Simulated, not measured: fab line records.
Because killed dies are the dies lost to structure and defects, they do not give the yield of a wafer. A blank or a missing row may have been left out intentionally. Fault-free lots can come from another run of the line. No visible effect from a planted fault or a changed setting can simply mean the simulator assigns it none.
Matching of chambers ; flow gf180mcu ; GF_V4_ETCH_16 on rieDiel-04: 4 sister chambers
The step etches BARC in N2/H2. 16 wafers are shown with their chamber, then 8 later ones without.

## WAFERS, EACH WITH ITS CHAMBER
wafer;chamber;drypumpMotorCurrentA (A);oesProductAu (a.u.);throttleValvePct (%)
L082.1;3;5.9;0.853;13.213
L082.2;0;5.6;0.860;13.224
L082.3;1;5.9;0.850;13.206
L082.4;2;5.4;0.857;13.224
L082.5;0;5.6;0.853;13.219
L082.6;3;6.0;0.857;13.231
L085.1;1;6.0;0.855;13.233
L085.2;3;5.9;0.848;13.230
L085.5;2;5.4;0.861;13.221
L086.3;1;6.0;0.856;13.220
L086.4;0;5.6;0.850;13.222
L086.5;1;6.0;0.857;13.233
L088.1;1;5.9;0.865;13.214
L088.4;0;5.6;0.851;13.227
L088.6;2;5.4;0.854;13.240
L091.2;1;6.0;0.851;13.234

SIGNATURES (means of the wafers above)
reading;chamber 0;chamber 1;chamber 2;chamber 3;scatter within a chamber
drypumpMotorCurrentA;5.600;5.967;5.400;5.933;0.0408
oesProductAu;0.85350;0.85567;0.85733;0.85267;0.00474
throttleValvePct;13.22300;13.22333;13.22833;13.22467;0.00978
Rule: for a wafer and a chamber, the distance is found by dividing, reading by reading, the gap between the wafer's reading and the chamber's mean by the reading's scatter, squaring, summing and taking the root. If the next closest chamber is less than 2 further off than the closest, the wafer can't be placed; otherwise it belongs to the closest. How the scatter is found: for the shown wafers, subtract from each reading the mean of its chamber, square and add these, divide the total by (wafers less chambers), then take the root.

## WAFERS WITH NO CHAMBER GIVEN
wafer;drypumpMotorCurrentA (A);oesProductAu (a.u.);throttleValvePct (%)
L091.4;5.9;0.851;13.208
L091.6;5.4;0.847;13.223
L093.3;6.0;0.852;13.220
L093.4;5.9;0.855;13.226
L093.6;5.4;0.849;13.217
L096.4;5.4;0.856;13.230
L096.5;5.9;0.861;13.217
L096.6;5.6;0.851;13.224

## CHAMBER TAKEN BY EACH
wafer;from the rows above;in truth
L091.4;can't be placed: 3 or 1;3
L091.6;2;2
L093.3;can't be placed: 1 or 3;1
L093.4;can't be placed: 3 or 1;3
L093.6;2;2
L096.4;2;2
L096.5;can't be placed: 1 or 3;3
L096.6;0;0
Placed correctly: 4 of 8. These rows do not allow placing 4 (true chamber among the candidates in 4). 0 placed wrongly.
